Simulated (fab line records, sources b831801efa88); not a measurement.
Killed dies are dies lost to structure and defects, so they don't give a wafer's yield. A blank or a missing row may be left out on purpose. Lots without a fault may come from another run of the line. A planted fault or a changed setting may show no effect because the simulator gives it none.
Which tool did it? | flow sky130 | 11 lots, 33 wafers sampled, at 3 steps of a route of 708

WHAT THE GAUGES READ, wafer by wafer
SKY_VIA1_THK_MEAS_01.
lot  | measured     | on            | VIA1_HDPCVD_THK (nm)
L180 | day 32 15:40 | film_metro-01 | 1037 1018 1012
L181 | day 33 11:55 | film_metro-02 | 1025 1024 1032
L183 | day 33 20:58 | film_metro-01 | 1048 1047 1047
L185 | day 34 09:19 | film_metro-04 | 1011 1006 1034
L184 | day 34 19:46 | film_metro-01 | 1039 1048 1029
L191 | day 36 22:59 | film_metro-01 | 1571 1573 1036
L193 | day 37 08:08 | film_metro-01 | 1050 1557 1563
L197 | day 38 07:46 | film_metro-01 | 1039 1036 1034
L200 | day 38 22:03 | film_metro-04 | 1053 1031 1024
L201 | day 39 03:31 | film_metro-01 | 1032 1048 1057
L203 | day 40 07:28 | film_metro-02 | 1033 1039 1041

WHICH TOOL RAN EACH LOT (tool, then ch and the chambers of the sampled wafers, then the start)
lot  | SKY_METAL1_DESCUM_17              | SKY_VIA1_HDPCVD_00
L180 | rie_metal-01 ch 0, day 32 14:35   | hdpcvd-01 ch 0,2, day 32 15:34
L181 | rie_metal-04 ch 0,1, day 33 11:01 | hdpcvd-02 ch 0,1,2, day 33 11:48
L183 | rie_metal-01 ch 0,1, day 33 20:03 | hdpcvd-01 ch 0,1,2, day 33 20:50
L185 | rie_metal-01 ch 0,1, day 34 08:25 | hdpcvd-02 ch 0,1,2, day 34 09:12
L184 | rie_metal-01 ch 0,1, day 34 18:52 | hdpcvd-01 ch 0,2, day 34 19:39
L191 | rie_metal-03 ch 0,1, day 36 22:05 | hdpcvd-01 ch 0,2, day 36 22:52
L193 | rie_metal-04 ch 0,1, day 37 07:14 | hdpcvd-01 ch 0,1, day 37 08:01
L197 | rie_metal-01 ch 0,1, day 38 06:52 | hdpcvd-02 ch 0,1,2, day 38 07:39
L200 | rie_metal-03 ch 1, day 38 20:56   | hdpcvd-02 ch 0,1, day 38 21:55
L201 | rie_metal-04 ch 0,1, day 39 02:34 | hdpcvd-02 ch 1,2, day 39 03:24
L203 | rie_metal-03 ch 0,1, day 40 06:32 | hdpcvd-02 ch 0,1, day 40 07:21
- SKY_METAL1_DESCUM_17: chemistry O2, time 8 s.
- SKY_VIA1_HDPCVD_00: deposits SiO2, target thk 1030 nm, time 171.7 s.

WHAT THE TOOLS THEMSELVES READ (means of the sampled wafers that have a number; where no wafer has one, the mark that the record gives instead)
SKY_METAL1_DESCUM_17.
lot  | tool         | drypump_motor_current_A (A) | oes_product_au (a.u.) | temp_c (C)
L180 | rie_metal-01 | 5.8                         | 1.011                 | 39.99
L181 | rie_metal-04 | 5.5                         | 1.001                 | 40.03
L183 | rie_metal-01 | 5.5                         | 0.998                 | 40.10
L185 | rie_metal-01 | 5.5                         | 0.999                 | 39.99
L184 | rie_metal-01 | 5.6                         | 1.001                 | 39.91
L191 | rie_metal-03 | 6.0                         | 0.996                 | 40.00
L193 | rie_metal-04 | 5.9                         | 1.001                 | 40.05
L197 | rie_metal-01 | 5.6                         | 1.003                 | 40.04
L200 | rie_metal-03 | 5.9                         | 0.988                 | 39.93
L201 | rie_metal-04 | 5.8                         | 0.995                 | 40.05
L203 | rie_metal-03 | 6.0                         | 0.995                 | 40.06

SKY_VIA1_HDPCVD_00.
lot  | tool      | pressure_mtorr (mTorr) | sih4_flow_sccm (sccm)
L180 | hdpcvd-01 | 6.009                  | 60.16
L181 | hdpcvd-02 | 6.001                  | 59.94
L183 | hdpcvd-01 | 5.990                  | 60.02
L185 | hdpcvd-02 | 6.004                  | 59.77
L184 | hdpcvd-01 | 6.007                  | 59.84
L191 | hdpcvd-01 | 6.000                  | 79.92
L193 | hdpcvd-01 | 5.994                  | 80.16
L197 | hdpcvd-02 | 5.990                  | 59.98
L200 | hdpcvd-02 | 6.011                  | 60.09
L201 | hdpcvd-02 | 5.999                  | 60.15
L203 | hdpcvd-02 | 6.006                  | 60.09

THE ANSWER, worked out from the rows above alone
Rule: what is usual is taken from the lots themselves. Put in order of their means at a reading, lots are off if they are a third of the lots or fewer, leave a main group of 4 or more, and stand apart from it by a gap of 3 or more times the standard deviation of the main group's means; of several such gaps the widest counts. A main group whose means are all the same, to the digits that the tables above print for the reading, isn't used. A lot without any number at a reading at which 4 lots or more have one is off too. The other lots that the step has rows for count as sound. The gauges are gone through in route order, then the tools' own readings, and for those a lot's mean is taken as printed above. The first step at which some lot is off is used, and at that step the reading that is off furthest; a lot without a number counts as furthest.
Off: L191, L193, at SKY_VIA1_THK_MEAS_01 (VIA1_HDPCVD_THK). The main group: mean 1034 nm, standard deviation 9.6.
A tool fits if, at a process step before that reading, it ran every lot that is off, and no sound lot after the first of them. The gauges at SKY_VIA1_THK_MEAS_01 aren't tried: what is off there is off at SKY_VIA1_HDPCVD_00 too, on other tools, and a gauge's error can't cause that. One fits: hdpcvd-01 at SKY_VIA1_HDPCVD_00. Its last sound lot is L184 (day 34 19:39), its first lot that is off L191 (day 36 22:52): a fault that began between those two fits.
The tool's own readings at SKY_VIA1_HDPCVD_00 bear it out: on the lots that are off they differ by more than 5 times the standard deviation of the sound lots' means. sih4_flow_sccm reads 80.04 sccm there against 60.00 sccm on the sound lots.

WHAT THE SIMULATOR HAD PUT IN
Process parameter drift: hdpcvd-01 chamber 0, from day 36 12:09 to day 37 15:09, at SKY_VIA1_HDPCVD_00. Setting sih4_flow_sccm, moved by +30, from 60. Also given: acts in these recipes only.
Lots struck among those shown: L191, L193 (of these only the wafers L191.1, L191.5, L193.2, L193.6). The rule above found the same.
